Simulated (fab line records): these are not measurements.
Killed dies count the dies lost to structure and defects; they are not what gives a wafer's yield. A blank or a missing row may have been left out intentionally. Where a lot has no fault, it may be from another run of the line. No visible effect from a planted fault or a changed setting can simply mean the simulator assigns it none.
Split-lot study || flow gf180mcu || route with 602 steps; 5 lots, 23 wafers read

## SPLIT DETAILS
At GF_POLY_GATE_COAT_05 (resist thk 700 nm), the setting resist-thk-nm was moved away from the recipe's 700 nm on 10 of the 23 wafers read, by -5.5% to -1.5%. This setting was run at the recipe's value on the other wafers.

The reading is taken at the split's own step.

## THE READING
KrF_of_POLY_GATE_COAT_05.thk-nm (the simulator's own value, which no gauge read), in nm, at GF_POLY_GATE_COAT_05 (resist thk 700 nm). There is no usual value for it anywhere in the file. Across the 13 wafers here that went through the recipe, the average is 700.4 nm and the standard deviation 1.9 nm.

{"wafer": "L075.2", "tool, chamber at the split": "litho-track-04, 0", "resist-thk-nm as run, nm": 681.8, "against the recipe": "-2.6%", "KrF_of_POLY_GATE_COAT_05.thk-nm, nm": 680.9, "against lot-mates on the recipe": -16.6}
{"wafer": "L075.3", "tool, chamber at the split": "litho-track-04, 0", "resist-thk-nm as run, nm": 681.8, "against the recipe": "-2.6%", "KrF_of_POLY_GATE_COAT_05.thk-nm, nm": 680.4, "against lot-mates on the recipe": -17.1}
{"wafer": "L075.4", "tool, chamber at the split": "litho-track-04, 0", "resist-thk-nm as run, nm": 700, "against the recipe": "recipe", "KrF_of_POLY_GATE_COAT_05.thk-nm, nm": 698, "against lot-mates on the recipe": "-"}
{"wafer": "L075.5", "tool, chamber at the split": "litho-track-04, 0", "resist-thk-nm as run, nm": 700, "against the recipe": "recipe", "KrF_of_POLY_GATE_COAT_05.thk-nm, nm": 697.8, "against lot-mates on the recipe": "-"}
{"wafer": "L075.6", "tool, chamber at the split": "litho-track-04, 0", "resist-thk-nm as run, nm": 700, "against the recipe": "recipe", "KrF_of_POLY_GATE_COAT_05.thk-nm, nm": 696.6, "against lot-mates on the recipe": "-"}
{"wafer": "L078.1", "tool, chamber at the split": "litho-track-03, 0", "resist-thk-nm as run, nm": 700, "against the recipe": "recipe", "KrF_of_POLY_GATE_COAT_05.thk-nm, nm": 701.9, "against lot-mates on the recipe": "-"}
{"wafer": "L078.2", "tool, chamber at the split": "litho-track-03, 0", "resist-thk-nm as run, nm": 700, "against the recipe": "recipe", "KrF_of_POLY_GATE_COAT_05.thk-nm, nm": 700.6, "against lot-mates on the recipe": "-"}
{"wafer": "L078.3", "tool, chamber at the split": "litho-track-03, 0", "resist-thk-nm as run, nm": 661.3, "against the recipe": "-5.5%", "KrF_of_POLY_GATE_COAT_05.thk-nm, nm": 664.5, "against lot-mates on the recipe": -36.8}
{"wafer": "L078.5", "tool, chamber at the split": "litho-track-03, 0", "resist-thk-nm as run, nm": 661.3, "against the recipe": "-5.5%", "KrF_of_POLY_GATE_COAT_05.thk-nm, nm": 664, "against lot-mates on the recipe": -37.2}
{"wafer": "L078.6", "tool, chamber at the split": "litho-track-03, 0", "resist-thk-nm as run, nm": 661.3, "against the recipe": "-5.5%", "KrF_of_POLY_GATE_COAT_05.thk-nm, nm": 665.2, "against lot-mates on the recipe": -36.0}
{"wafer": "L079.1", "tool, chamber at the split": "litho-track-01, 0", "resist-thk-nm as run, nm": 700, "against the recipe": "recipe", "KrF_of_POLY_GATE_COAT_05.thk-nm, nm": 701.8, "against lot-mates on the recipe": "-"}
{"wafer": "L079.2", "tool, chamber at the split": "litho-track-01, 0", "resist-thk-nm as run, nm": 700, "against the recipe": "recipe", "KrF_of_POLY_GATE_COAT_05.thk-nm, nm": 700.9, "against lot-mates on the recipe": "-"}
{"wafer": "L079.3", "tool, chamber at the split": "litho-track-01, 0", "resist-thk-nm as run, nm": 700, "against the recipe": "recipe", "KrF_of_POLY_GATE_COAT_05.thk-nm, nm": 701.3, "against lot-mates on the recipe": "-"}
{"wafer": "L079.5", "tool, chamber at the split": "litho-track-01, 0", "resist-thk-nm as run, nm": 689.2, "against the recipe": "-1.5%", "KrF_of_POLY_GATE_COAT_05.thk-nm, nm": 689.2, "against lot-mates on the recipe": -12.1}
{"wafer": "L079.6", "tool, chamber at the split": "litho-track-01, 0", "resist-thk-nm as run, nm": 689.2, "against the recipe": "-1.5%", "KrF_of_POLY_GATE_COAT_05.thk-nm, nm": 687.2, "against lot-mates on the recipe": -14.1}
{"wafer": "L080.2", "tool, chamber at the split": "litho-track-01, 0", "resist-thk-nm as run, nm": 700, "against the recipe": "recipe", "KrF_of_POLY_GATE_COAT_05.thk-nm, nm": 700, "against lot-mates on the recipe": "-"}
{"wafer": "L080.5", "tool, chamber at the split": "litho-track-01, 0", "resist-thk-nm as run, nm": 700, "against the recipe": "recipe", "KrF_of_POLY_GATE_COAT_05.thk-nm, nm": 702.9, "against lot-mates on the recipe": "-"}
{"wafer": "L080.6", "tool, chamber at the split": "litho-track-01, 0", "resist-thk-nm as run, nm": 700, "against the recipe": "recipe", "KrF_of_POLY_GATE_COAT_05.thk-nm, nm": 701.3, "against lot-mates on the recipe": "-"}
{"wafer": "L083.1", "tool, chamber at the split": "litho-track-01, 0", "resist-thk-nm as run, nm": 700, "against the recipe": "recipe", "KrF_of_POLY_GATE_COAT_05.thk-nm, nm": 699.3, "against lot-mates on the recipe": "-"}
{"wafer": "L083.2", "tool, chamber at the split": "litho-track-01, 0", "resist-thk-nm as run, nm": 674.8, "against the recipe": "-3.6%", "KrF_of_POLY_GATE_COAT_05.thk-nm, nm": 674.3, "against lot-mates on the recipe": -26.9}
{"wafer": "L083.3", "tool, chamber at the split": "litho-track-01, 0", "resist-thk-nm as run, nm": 674.8, "against the recipe": "-3.6%", "KrF_of_POLY_GATE_COAT_05.thk-nm, nm": 673, "against lot-mates on the recipe": -28.1}
{"wafer": "L083.4", "tool, chamber at the split": "litho-track-01, 0", "resist-thk-nm as run, nm": 700, "against the recipe": "recipe", "KrF_of_POLY_GATE_COAT_05.thk-nm, nm": 703, "against lot-mates on the recipe": "-"}
{"wafer": "L083.5", "tool, chamber at the split": "litho-track-01, 0", "resist-thk-nm as run, nm": 674.8, "against the recipe": "-3.6%", "KrF_of_POLY_GATE_COAT_05.thk-nm, nm": 676.8, "against lot-mates on the recipe": -24.4}

FIT RESULTS
A straight line over all 23 wafers: KrF_of_POLY_GATE_COAT_05.thk-nm changes by +6.7 nm for each +1% of resist-thk-nm; r = +0.99; the points scatter about the line by 2 nm.
The same after taking each lot's own level away (the mean of its wafers on the recipe; 23 wafers): +6.79 nm for each +1%; r = +0.99; scatter 1.6 nm.
Per that fit: largest resist-thk-nm move, reading shift of 38 nm.
The span of the lots' own levels, 697.47 to 701.40 nm, comes to 2.1 times the standard deviation stated above.
The two slopes agree, so the slope changes little with the lot-to-lot level.
Check: -38.2 nm against its lot-mates is what the line predicts for one of the wafers moved furthest among these (-5.5%) when that wafer is left out of the fit. Against them it came out at -36.8 nm.

## THESE WAFERS: OTHER SPLITS
Other splits were also applied to these wafers ahead of the reading. Each is held against what the fit with the lots' levels taken away leaves over:
{"other split on the same wafers": "GF_STI_OXIDATION_01 ox-time-s", "wafers away from the commonest value": 15, "r with KrF_of_POLY_GATE_COAT_05.thk-nm (lot level and that fit taken away)": -0.13}
{"other split on the same wafers": "GF_STI_WET_ETCH_26 temp-c", "wafers away from the commonest value": 10, "r with KrF_of_POLY_GATE_COAT_05.thk-nm (lot level and that fit taken away)": -0.17}
{"other split on the same wafers": "GF_NWELL_SOFTBAKE_03 temp-c", "wafers away from the commonest value": 9, "r with KrF_of_POLY_GATE_COAT_05.thk-nm (lot level and that fit taken away)": -0.22}
{"other split on the same wafers": "GF_MVSD_IMPLANT_08 dose-cm2", "wafers away from the commonest value": 8, "r with KrF_of_POLY_GATE_COAT_05.thk-nm (lot level and that fit taken away)": "+0.02"}
{"other split on the same wafers": "GF_MVPSD_COAT_02 spin-rpm", "wafers away from the commonest value": 7, "r with KrF_of_POLY_GATE_COAT_05.thk-nm (lot level and that fit taken away)": -0.21}
{"other split on the same wafers": "GF_MVPSD_IMPLANT_09 dose-cm2", "wafers away from the commonest value": 11, "r with KrF_of_POLY_GATE_COAT_05.thk-nm (lot level and that fit taken away)": "+0.31"}
{"other split on the same wafers": "GF_VT_IMPLANT_IMPLANT_08 dose-cm2", "wafers away from the commonest value": 11, "r with KrF_of_POLY_GATE_COAT_05.thk-nm (lot level and that fit taken away)": "+0.31"}
{"other split on the same wafers": "GF_VT_IMPLANT_SOFTBAKE_25 temp-c", "wafers away from the commonest value": 6, "r with KrF_of_POLY_GATE_COAT_05.thk-nm (lot level and that fit taken away)": "+0.28"}
{"other split on the same wafers": "GF_DUAL_GATE_COAT_06 spin-rpm", "wafers away from the commonest value": 8, "r with KrF_of_POLY_GATE_COAT_05.thk-nm (lot level and that fit taken away)": "+0.29"}

## FILE'S OWN FIT
KrF_of_POLY_GATE_COAT_05.thk-nm changes by +6.87 nm for each +1% of resist-thk-nm, r = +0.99.
